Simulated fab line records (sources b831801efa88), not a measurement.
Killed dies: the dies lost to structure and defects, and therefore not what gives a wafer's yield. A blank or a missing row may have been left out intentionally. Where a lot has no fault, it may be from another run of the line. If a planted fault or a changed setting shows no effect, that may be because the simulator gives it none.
Shared-tool check -- flow gf180mcu -- Sample size 12 lots and 36 wafers

WHY IT WAS OPENED
At GF_PSD_RS_MEAS_14 the reading NSD_RS is flagged on 2 of 12 lots. Fault-free wafers read 46.12 ohm/sq, with a standard deviation of 0.1.
Rule: a lot is flagged in two cases, either no wafer of it has a number, or all its wafers with numbers fall more than 4 standard deviations from that mean. As for the other lots, they are considered sound.

lot,measured,on,"NSD_RS (ohm/sq), wafer by wafer",flag
L282,day 14 06:36,film-metro-02,46.00 46.17 46.10,
L283,day 14 12:55,film-metro-02,46.24 46.07 46.14,
L284,day 14 22:53,film-metro-02,46.08 46.07 46.03,
L290,day 17 08:10,film-metro-01,44.75 44.70 44.95,FLAGGED
L292,day 18 03:27,film-metro-03,44.73 44.77 44.79,FLAGGED
L295,day 19 02:10,film-metro-02,46.14 46.19 46.07,
L298,day 19 23:01,film-metro-03,45.97 46.05 46.01,
L299,day 20 07:23,film-metro-02,46.00 46.04 45.94,
L300,day 20 13:01,film-metro-02,46.09 46.00 45.97,
L303,day 21 15:58,film-metro-02,46.07 46.19 46.09,
L304,day 21 20:37,film-metro-03,46.17 46.23 46.21,
L305,day 22 05:53,film-metro-02,46.12 46.14 46.21,
Average over the flagged lots: 44.78 ohm/sq; offset from the usual -1.34 ohm/sq, equal to -13 standard deviations.

WHICH TOOL EACH LOT WENT THROUGH
Before the reading, the record contains 2 process steps out of a 602-step route. In each cell: the tool, then ch and the chambers that the sampled wafers went through, then the start.
lot,flag,GF_NSD_IMPLANT_09,GF_NSD_STRIP_11
L282,,"implanter-04 ch 0, day 13 09:33","plasma-asher-02 ch 0,1, day 13 09:51"
L283,,"implanter-02 ch 0, day 13 15:26","plasma-asher-04 ch 0,1, day 13 15:44"
L284,,"implanter-04 ch 0, day 14 01:17","plasma-asher-03 ch 0,1, day 14 01:33"
L290,FLAGGED,"implanter-04 ch 0, day 16 09:04","plasma-asher-04 ch 0,1, day 16 09:22"
L292,FLAGGED,"implanter-04 ch 0, day 17 03:59","plasma-asher-02 ch 0,1, day 17 04:17"
L295,,"implanter-03 ch 0, day 18 01:43","plasma-asher-03 ch 0,1, day 18 02:01"
L298,,"implanter-02 ch 0, day 18 21:39","plasma-asher-04 ch 0, day 18 21:56"
L299,,"implanter-03 ch 0, day 19 05:57","plasma-asher-02 ch 0,1, day 19 06:13"
L300,,"implanter-02 ch 0, day 19 11:37","plasma-asher-03 ch 0,1, day 19 11:55"
L303,,"implanter-03 ch 0, day 20 16:12","plasma-asher-04 ch 0,1, day 20 16:28"
L304,,"implanter-03 ch 0, day 20 20:02","plasma-asher-02 ch 0,1, day 20 20:20"
L305,,"implanter-03 ch 0, day 21 05:33","plasma-asher-04 ch 0,1, day 21 05:49"
What the steps here do:
- GF_NSD_IMPLANT_09
- GF_NSD_STRIP_11: strips in O2/N2.
- GF_PSD_RS_MEAS_14: measures by four-point-probe.

FLAGGED OVER TOTAL, TOOL BY TOOL (the gauges that took the reading come last)
step,tool,lots run,flagged,share of the flagged lots,sound lots run after its first flagged lot
GF_NSD_IMPLANT_09,implanter-02,3,0,none,-
GF_NSD_IMPLANT_09,implanter-03,5,0,none,-
GF_NSD_IMPLANT_09,implanter-04,4,2,all,0
GF_NSD_STRIP_11,plasma-asher-02,4,1,some,"2 (L299,L304)"
GF_NSD_STRIP_11,plasma-asher-03,3,0,none,-
GF_NSD_STRIP_11,plasma-asher-04,5,1,some,"3 (L298,L303,L305)"
GF_PSD_RS_MEAS_14,film-metro-01,1,1,some,0
GF_PSD_RS_MEAS_14,film-metro-02,8,0,none,-
GF_PSD_RS_MEAS_14,film-metro-03,3,1,some,"2 (L298,L304)"

THE TABLE: WHAT IT ALLOWS
In the table, 1 row covers all flagged lots: implanter-04 at GF_NSD_IMPLANT_09.
- implanter-04 at GF_NSD_IMPLANT_09 ran 4 lots, 2 of them flagged. It ran its last sound lot, L284, at day 14 01:17 and its first flagged lot, L290, at day 16 09:04: a fault with its onset between the two fits. Its own readings (dose-ions-cm2) fall more than 4 standard deviations out on all wafers of the flagged lots.
What remains is a single tool, implanter-04 at GF_NSD_IMPLANT_09.

WHAT THE SIMULATOR HAD PUT IN
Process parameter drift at GF_NSD_IMPLANT_09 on implanter-04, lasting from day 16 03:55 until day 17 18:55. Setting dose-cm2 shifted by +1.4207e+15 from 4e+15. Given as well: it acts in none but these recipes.
Shown lots that were struck: L290, L292. The rule given above showed the same thing.
